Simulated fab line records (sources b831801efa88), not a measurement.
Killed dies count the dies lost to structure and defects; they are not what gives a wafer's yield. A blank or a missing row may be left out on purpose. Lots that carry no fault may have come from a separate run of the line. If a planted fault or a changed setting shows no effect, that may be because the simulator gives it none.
8D (eight disciplines) problem report, filled in by code	flow gf180mcu	the parts of the form that need people (team, actions taken, sign-off) are left out

## 1. PROBLEM STATEMENT
heater_power_total_W at GF_V4_DEHYDRATE_06 reads a mean of 164.12 W on 6 wafers of 2 lots; wafers without a fault read 160.37 W with a standard deviation of 0.12. Measured from the usual mean, that is +31 standard deviations.
The step: time 60 s.
First seen on wafer L140.3, day 29 02:43, on litho_track-01. At this step, 39 wafers from 13 lots have a number in the record. The rule behind "out" and "out of limits": a value lying over 4 standard deviations away from the usual mean. All remaining wafers that have a number are taken as sound.

## 2. WHAT IT IS, AND WHAT IT ISN'T
question	is	is not
which readings at this step	heater_power_total_W, plate_temp_C	exhaust_pa
which lots	L140, L141	L125, L126, L129, L130, L131, L132, L133, L134, L138, L145, L146
which wafers of those lots	all that have a number	-
read on which tools	litho_track-01	litho_track-03, litho_track-04
when	from day 29 02:43	up to then (27 sound wafers); but 6 sound wafers of L145, L146 came after

## 3. THE SUSPECTS, EACH WITH WHAT RULES IT OUT
Counting: any tool at a process step up to the reading is kept as a suspect provided that every lot that is out went through it and no sound lot did after the first of them.
- pvd_sputter-03 at GF_M4_SPUTTER_00 (material Ti, target thk 37.5 nm, time 150 s): kept. It processed each lot that is out, first L140 at day 27 20:56, and no sound lot thereafter; up to then, the last sound lot it processed was L138 at day 26 23:32.
- pvd_sputter-03 at GF_M4_SPUTTER_01 (material TiN, target thk 30 nm, time 25 s): kept. It processed each lot that is out, first L140 at day 27 21:02, and no sound lot thereafter; up to then, the last sound lot it processed was L138 at day 26 23:38.
- litho_track-01 at GF_V4_DEHYDRATE_06 (time 60 s): kept. It processed each lot that is out, first L140 at day 29 02:43, and no sound lot thereafter; up to then, the last sound lot it processed was L134 at day 26 18:28. Its own heater_power_total_W, plate_temp_C readings are out on those wafers.
Still standing after the count: pvd_sputter-03 at GF_M4_SPUTTER_00, pvd_sputter-03 at GF_M4_SPUTTER_01, litho_track-01 at GF_V4_DEHYDRATE_06.

## 4. THE CAUSE (what the simulator had put in)
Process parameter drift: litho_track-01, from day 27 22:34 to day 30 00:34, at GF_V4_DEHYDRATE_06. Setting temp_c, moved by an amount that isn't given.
This tool is one of the 3 suspects left after counting.

## 5. SEQUENCE OF EFFECTS, ordered by route
One row per reading whose mean, taken over the struck wafers that have a number, lies over 3 standard deviations from the usual. Readings are gone through only where the record gives a usual standard deviation; hours: the median, over the lots, of the time from a lot's start at the first step in this table giving one to that lot's start at this step; sigmas: the change measured in usual standard deviations.
hours	step	reading	usual	on struck wafers	change	sigmas
0	GF_V4_DEHYDRATE_06	heater_power_total_W	160.37 W	164.12	+3.75	+31
0	GF_V4_DEHYDRATE_06	plate_temp_C	200.00 C	203.81	+3.81	+25
It contains these process steps:
- GF_V4_DEHYDRATE_06: time 60 s.

## 6. HOW IT WOULD HAVE BEEN CAUGHT EARLIER
The fault began at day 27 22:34; the first out-of-limits reading in this record came at day 29 02:43, 28 hours later.
